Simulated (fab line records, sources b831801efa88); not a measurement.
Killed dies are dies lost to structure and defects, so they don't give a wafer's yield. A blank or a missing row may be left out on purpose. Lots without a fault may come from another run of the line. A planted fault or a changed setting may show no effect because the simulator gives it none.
A struck lot beside a sound one | flow sky130 | 35 steps out of a route of 708
Sound: wafers L166.2, L166.4, L166.5. Struck: wafers L170.2, L170.5. (L170.6 of the same lot was not struck and is left out.) The cause comes at the end.
At each step with rows: each side's tool, then ch and its chambers, then its first start. Under that, the readings that differ: sound wafers | struck wafers | difference of the means | sigmas: that difference in standard deviations of wafers without a fault.
alike: readings whose means differ by less than 2 such deviations, and words and numbers that are the same on both sides. not compared: withheld readings, readings that some wafer has no value for, bounds like >300 that may hide the same value, and numbers for which the record gives no deviation and whose values overlap.
The two part at a step that has a row with sigmas, a row that says differs or no value, or rows on one side only. Numbers that don't overlap but have no deviation are shown without sigmas and don't part them. A reading that every wafer of one side lacks parts them only if that side has two wafers or more.

first, 10 steps without rows for these wafers: SKY_POLY_CUT_ETCH_10 (etches BARC in N2/H2, stops on SiO2, time 45.9 s, target depth 60 nm); SKY_POLY_CUT_ETCH_11 (etches Si3N4 in CF4/CH2F2/Ar, stops on poly-Si, time 42.5 s, target depth 60 nm); SKY_POLY_CUT_STRIP_12 (strips in O2/N2); SKY_SD_P_DEHYDRATE_00 (time 60 s); SKY_SD_P_HMDS_01 (prime time 60 s); SKY_SD_P_COAT_02 (resist thk 1140 nm); SKY_SD_P_SOFTBAKE_03 (time 60 s); SKY_SD_P_EXPOSE_04 (exposes mask PSDM, target cd 380 nm); SKY_SD_P_PEB_05; SKY_SD_P_DEVELOP_06 (develop time 60 s).
SKY_SD_P_IMPLANT_09:
  sound on implanter-02 ch 0, day 28 23:35; struck on implanter-03 ch 0, day 30 06:23
SKY_SD_P_STRIP_10: strips in O2/N2.
  sound on plasma_asher-03 ch 0,1, day 28 23:43; struck on plasma_asher-01 ch 0, day 30 06:31
  reading                      | sound             | struck      | difference | sigmas
  drypump_motor_current_A (A)  | 6.3 6.3 6.1       | 5.0 5.0     | -1.2       | -3
  strip_time_to_endpoint_s (s) | 17.47 17.48 17.49 | 17.29 17.35 | -0.16      | -4
  alike: chamber_pressure_mTorr, oes_product_au
  not compared: rf_hours_counter_h
then, 21 steps without rows for these wafers: SKY_RES_XHIGH_DEHYDRATE_00 (time 60 s); SKY_RES_XHIGH_HMDS_01 (prime time 60 s); SKY_RES_XHIGH_COAT_02 (resist thk 1140 nm); SKY_RES_XHIGH_SOFTBAKE_03 (time 60 s); SKY_RES_XHIGH_EXPOSE_04 (exposes mask URPM, target cd 1270 nm); SKY_RES_XHIGH_PEB_05; SKY_RES_XHIGH_DEVELOP_06 (develop time 60 s); SKY_RES_XHIGH_IMPLANT_07; SKY_RES_XHIGH_STRIP_08 (strips in O2/N2); SKY_SD_N_DEHYDRATE_00 (time 60 s); SKY_SD_N_HMDS_01 (prime time 60 s); SKY_SD_N_COAT_02 (resist thk 1140 nm); SKY_SD_N_SOFTBAKE_03 (time 60 s); SKY_SD_N_EXPOSE_04 (exposes mask NSDM, target cd 380 nm); SKY_SD_N_PEB_05; SKY_SD_N_DEVELOP_06 (develop time 60 s); SKY_SD_N_IMPLANT_09; SKY_SD_N_IMPLANT_10; SKY_SD_N_STRIP_11 (strips in O2/N2); SKY_SD_N_CLEAN_13 (cleans in SC1/SC2, time 150 s); SKY_SD_N_RTA_14 (time 2 s).
-- the record jumps here: 2 days lie between the struck wafers' starts before and after --
SKY_SD_N_RS_MEAS_17: measures by four-point-probe.
  sound on film_metro-01, day 31 07:45; struck on film_metro-03, day 32 14:02
  alike: SD_P_RS
-- the record jumps here: 17 days lie between the struck wafers' starts before and after (it left off in module SD_N and takes up again in module PAD_OPEN, whose first step shown is number 708 of the route) --
SKY_PAD_OPEN_PROBE_99:
  sound on prober-01, day 48 08:35; struck on prober-02, day 49 07:17
  reading                                           | sound               | struck       | difference | sigmas
  model.etest.res_high_po.line_ohm_um               | 771.4 744.6 740.8   | 864.5 864.9  | +112.4     |
  model.etest.licon_high_po.rc_ohm                  | 338.1 361.9 339.4   | 445.8 431.1  | +92.0      |
  model.etest.res_pdiff.line_ohm_um                 | 1343 1391 1344      | 1438 1442    | +81        |
  model.etest.licon_pdiff.rc_ohm                    | 576.2 557.8 561     | 619 635.1    | +62        |
  model.etest.res_high_po.rs_ohm_sq                 | 265.3 263.1 260.1   | 300.5 300.8  | +37.8      |
  model.etest.res_high_po.rs_ohm_sq_range           | 11.63 8.643 9.735   | 28.83 33.42  | +21.12     |
  model.etest.res_high_po.rs_ohm_sq_rim_less_centre | -6.767 -7.362 -7.34 | -15.6 -19.24 | -10.3      |
  model.etest.res_pdiff_hv.rs_ohm_sq                | 191.3 189.6 189.8   | 200.6 198.2  | +9.2       |
  alike: killed_at_M0_to_M3, killed_at_M4_up, killed_at_contacts, killed_at_front_end, killed_at_other, killed_dies, killed_open, killed_short

WHERE THEY PART
Only at SKY_SD_P_STRIP_10, within this record. Later steps at which nothing parts them and some readings are alike: SKY_SD_N_RS_MEAS_17, SKY_PAD_OPEN_PROBE_99.

WHY: what the simulator had put in
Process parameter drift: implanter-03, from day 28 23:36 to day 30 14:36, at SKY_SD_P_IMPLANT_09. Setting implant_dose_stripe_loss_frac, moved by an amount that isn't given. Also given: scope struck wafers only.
